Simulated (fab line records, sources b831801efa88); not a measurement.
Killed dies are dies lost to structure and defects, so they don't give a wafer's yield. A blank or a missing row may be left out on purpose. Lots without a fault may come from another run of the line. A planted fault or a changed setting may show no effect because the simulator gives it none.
One fault seen from 2 desks | flow sky130 | each desk has only its own numbers; what lay behind them comes last

THE METROLOGY DESK
What the gauges read, lot by lot, whatever tool the lot ran on: means of the sampled wafers that have a number. A lot is out of limits, marked OUT, if its mean lies more than 4 standard deviations from the usual mean; the brackets give that distance.
Columns: A = LDD_HVN_OVL at SKY_LDD_HVN_OVL_MEAS_07, usual -0.9 nm; B = LDD_HVN_TW at SKY_LDD_HVN_TW_MEAS_10, usual 1442; C = LDD_HVP_OVL at SKY_LDD_HVP_OVL_MEAS_07, usual -1.0 nm
lot  | first seen here | A    | B    | C
L658 | day 22 16:08    | 2.0  | 1468 | -1.0
L660 | day 23 22:36    | -2.2 | 1447 | -0.6
L661 | day 24 16:31    | -2.3 | 1446 | -3.4
L666 | day 26 09:24    | -1.8 | 1410 | -1.4
L670 | day 26 22:05    | -1.9 | 1412 | -1.8
L674 | day 28 03:25    | -0.8 | 1410 | -2.1
This desk's finding: nothing out of limits on any of the 6 lots.

THE TOOL OWNER'S DESK: implanter-03
The tool's own readings at SKY_LDD_HVP_IMPLANT_08: means of the sampled wafers that have a number, for each lot that ran on this tool. A lot is out of limits, marked OUT, if its mean lies more than 4 standard deviations from the usual mean; the brackets give that distance.
Columns: A = beam_energy_keV at SKY_LDD_HVP_IMPLANT_08, usual 19.999; B = beam_on_s at SKY_LDD_HVP_IMPLANT_08, usual 9.97 s
lot  | first seen here | A                        | B
L660 | day 25 04:49    | 19.162 (-99 or more) OUT | 9.85
L661 | day 25 21:50    | 19.168 (-99 or more) OUT | 9.90
L674 | day 29 07:23    | 19.999                   | 10.00
This desk's finding: out of limits on L660, L661; first on L660, day 25 04:49 (beam_energy_keV at SKY_LDD_HVP_IMPLANT_08). In limits: L674.

PUT TOGETHER
The tool owner's desk could have raised an alarm at day 25 04:49, on L660, L661.
The metrology desk saw nothing out of limits.
The metrology desk has L660, L661 on record, within its limits.
Of the lots named, all ran SKY_LDD_HVP_IMPLANT_08 on implanter-03.

WHAT THE SIMULATOR HAD PUT IN
Process parameter drift: implanter-03, from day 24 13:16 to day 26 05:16, at SKY_LDD_HVP_IMPLANT_08. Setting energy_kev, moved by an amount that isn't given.
Lots struck among those shown: L660, L661.
Hours from the fault's start to each desk's first reading out of limits: the tool owner's desk, 16.
